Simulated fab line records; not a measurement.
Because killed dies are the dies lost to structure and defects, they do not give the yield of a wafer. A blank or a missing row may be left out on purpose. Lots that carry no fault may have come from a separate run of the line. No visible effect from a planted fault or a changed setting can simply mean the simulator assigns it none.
Which of the tools did it?    flow sky130    11 lots with 33 wafers sampled at 5 steps, on a route of 708 steps

WHAT THE GAUGES SHOWED, per wafer
SKY_NWELL_TW_MEAS_15.
lot   measured      on            NWELL_TW
L339  day 4 22:18   filmMetro-01  1860 1863 1848
L341  day 5 07:49   filmMetro-03  1811 1806 1815
L344  day 6 00:53   filmMetro-01  1856 1864 1841
L345  day 6 08:30   filmMetro-01  1849 1838 1854
L349  day 7 09:20   filmMetro-01  1861 1859 1864
L350  day 7 12:27   filmMetro-03  1819 1814 1807
L351  day 7 16:38   filmMetro-03  1804 1815 1802
L352  day 8 02:25   filmMetro-01  1835 1836 1840
L358  day 10 06:57  filmMetro-03  1799 1801 1809
L359  day 10 16:36  filmMetro-03  1804 1808 1797
L360  day 10 17:29  filmMetro-01  1850 1842 1849

SKY_GATE_OXIDE_THK_MEAS_02.
lot   measured      on            GATE_OXIDE_OXIDATION_00_THK (nm)
L339  day 13 03:29  filmMetro-03  10.26 10.08 10.20
L341  day 13 15:23  filmMetro-03  10.75 10.91 10.77
L344  day 14 14:59  filmMetro-04  10.24 10.24 10.38
L345  day 15 03:08  filmMetro-04  10.32 10.40 10.27
L349  day 16 16:04  filmMetro-03  9.10 8.94 8.76 9.13 8.89 8.75
L350  day 16 16:04  filmMetro-04  9.22 9.16 9.03 9.17 9.18 9.01
L351  day 17 02:02  filmMetro-01  8.63 8.81 8.87 8.62 8.83 8.85
L352  day 17 17:44  filmMetro-01  9.69 9.70 9.63
L358  day 20 16:13  filmMetro-03  10.25 10.24 10.06
L359  day 21 08:11  filmMetro-03  10.28 10.34 10.35
L360  day 21 08:10  filmMetro-01  9.95 9.92 9.96

TOOL THAT RAN EACH LOT (tool first, then ch and the chambers of the sampled wafers, then the start)
lot   SKY_NWELL_STRIP_25                   SKY_VT_ADJUST_HVTR_STRIP_10          SKY_GATE_OXIDE_OXIDATION_01
L339  plasmaAsher-03 ch 0, day 5 15:54     plasmaAsher-02 ch 0,1, day 9 17:53   furnace-01 ch 0, day 13 02:05
L341  plasmaAsher-03 ch 0,1, day 6 02:12   plasmaAsher-02 ch 0,1, day 10 07:05  furnace-02 ch 0, day 13 13:58
L344  plasmaAsher-03 ch 0,1, day 6 19:05   plasmaAsher-01 ch 0,1, day 11 04:39  furnace-02 ch 0, day 14 13:34
L345  plasmaAsher-02 ch 0,1, day 7 03:40   plasmaAsher-03 ch 0,1, day 11 15:29  furnace-02 ch 0, day 15 01:43
L349  plasmaAsher-01 ch 0,1, day 8 04:24   plasmaAsher-01 ch 0, day 12 21:22    furnace-02 ch 0, day 16 14:39
L350  plasmaAsher-01 ch 0,1, day 8 07:12   plasmaAsher-02 ch 0,1, day 12 23:46  furnace-02 ch 0, day 16 14:39
L351  plasmaAsher-02 ch 0,1, day 8 11:52   plasmaAsher-01 ch 0,1, day 13 07:05  furnace-02 ch 0, day 17 00:37
L352  plasmaAsher-03 ch 0,1, day 8 22:44   plasmaAsher-03 ch 0,1, day 13 19:33  furnace-01 ch 0, day 17 16:18
L358  plasmaAsher-01 ch 1, day 11 05:16    plasmaAsher-01 ch 1, day 16 15:47    furnace-02 ch 0, day 20 14:47
L359  plasmaAsher-02 ch 0,1, day 11 16:02  plasmaAsher-03 ch 0,1, day 17 03:41  furnace-01 ch 0, day 21 06:46
L360  plasmaAsher-03 ch 0,1, day 11 16:54  plasmaAsher-02 ch 0,1, day 17 04:56  furnace-01 ch 0, day 21 06:46
- SKY_NWELL_STRIP_25: strips in O2/N2.
- SKY_VT_ADJUST_HVTR_STRIP_10: strips in O2/N2.
- SKY_GATE_OXIDE_OXIDATION_01: stabilise 600 s, purge 300 s, target thk 10.268 nm.

WHAT THE TOOLS THEMSELVES READ (means of the sampled wafers that have a number; where no wafer has one, the mark that the record gives instead)
SKY_NWELL_STRIP_25.
lot   tool            drypumpMotorCurrentA (A)  oesProductAu (a.u.)  stripTimeToEndpointS (s)
L339  plasmaAsher-03  6.08                      0.720                36.94
L341  plasmaAsher-03  5.95                      0.725                36.92
L344  plasmaAsher-03  5.83                      0.720                36.84
L345  plasmaAsher-02  5.91                      0.726                37.11
L349  plasmaAsher-01  5.60                      0.725                36.92
L350  plasmaAsher-01  5.45                      0.725                36.93
L351  plasmaAsher-02  5.70                      0.726                37.00
L352  plasmaAsher-03  5.79                      0.727                37.01
L358  plasmaAsher-01  5.29                      0.722                36.84
L359  plasmaAsher-02  5.70                      0.721                36.88
L360  plasmaAsher-03  5.83                      0.725                37.11

SKY_VT_ADJUST_HVTR_STRIP_10.
lot   tool            drypumpMotorCurrentA (A)  oesProductAu (a.u.)  stripTimeToEndpointS (s)
L339  plasmaAsher-02  5.91                      0.719                14.20
L341  plasmaAsher-02  5.91                      0.717                14.17
L344  plasmaAsher-01  5.61                      0.719                14.11
L345  plasmaAsher-03  5.82                      0.714                14.14
L349  plasmaAsher-01  5.78                      0.717                14.11
L350  plasmaAsher-02  5.70                      0.715                14.22
L351  plasmaAsher-01  5.60                      0.717                14.20
L352  plasmaAsher-03  5.95                      0.713                14.19
L358  plasmaAsher-01  5.30                      0.711                14.18
L359  plasmaAsher-03  5.95                      0.713                14.17
L360  plasmaAsher-02  5.69                      0.717                14.19

SKY_GATE_OXIDE_OXIDATION_01.
lot   tool        spikeTcBottomC (C)  spikeTcCentreC (C)  spikeTcLowerC (C)  spikeTcTopC (C)  spikeTcUpperC (C)  tubeCenterTempC (C)  tube_center_temp_C_max
L339  furnace-01  922                 900.3               900.8              905              900.6              900.04               902.5
L341  furnace-02  915                 900.6               899.1              912              899.9              899.94               902.0
L344  furnace-02  914                 899.4               899.4              912              900.2              899.98               902.2
L345  furnace-02  916                 900.2               899.4              913              898.6              900.07               902.3
L349  furnace-02  904                 888.1               887.0              900              887.8              888.27               890.5
L350  furnace-02  903                 887.2               887.1              900              888.0              888.23               890.8
L351  furnace-02  903                 887.1               887.8              900              886.8              888.25               890.8
L352  furnace-01  923                 899.6               901.1              906              900.9              899.98               902.4
L358  furnace-02  916                 899.5               900.7              912              900.8              900.00               902.5
L359  furnace-01  923                 900.7               900.5              906              900.7              900.05               902.3
L360  furnace-01  924                 900.1               901.4              905              900.1              899.95               902.7

THE ANSWER, worked out from the rows above alone
Rule: what is usual is taken from the lots themselves. Put in order of their means at a reading, lots are off if they are a third of the lots or fewer, leave a main group of 4 or more, and stand apart from it by a gap of 3 or more times the standard deviation of the main group's means; of several such gaps the widest counts. If all means in a main group match to the digits the tables above print for the reading, that group is not used. Also off: a lot with no number at a reading for which 4 or more lots have one. The other lots that the step has rows for count as sound. After the gauges, taken in route order, come the tools' own readings; for these a lot's mean is taken, as printed above. The first step at which some lot is off is used, and at that step the reading that is off furthest; a lot without a number counts as furthest.
Off at SKY_GATE_OXIDE_OXIDATION_01 (tubeCenterTempC): L349, L350, L351. The main group has a mean of 900.00 C with a standard deviation of 0.045.
If a tool, at that step or one of the process steps before it, ran each lot that is off and ran no sound lot following the first of them, it fits. None of those tried fits.

WHAT THE SIMULATOR HAD PUT IN
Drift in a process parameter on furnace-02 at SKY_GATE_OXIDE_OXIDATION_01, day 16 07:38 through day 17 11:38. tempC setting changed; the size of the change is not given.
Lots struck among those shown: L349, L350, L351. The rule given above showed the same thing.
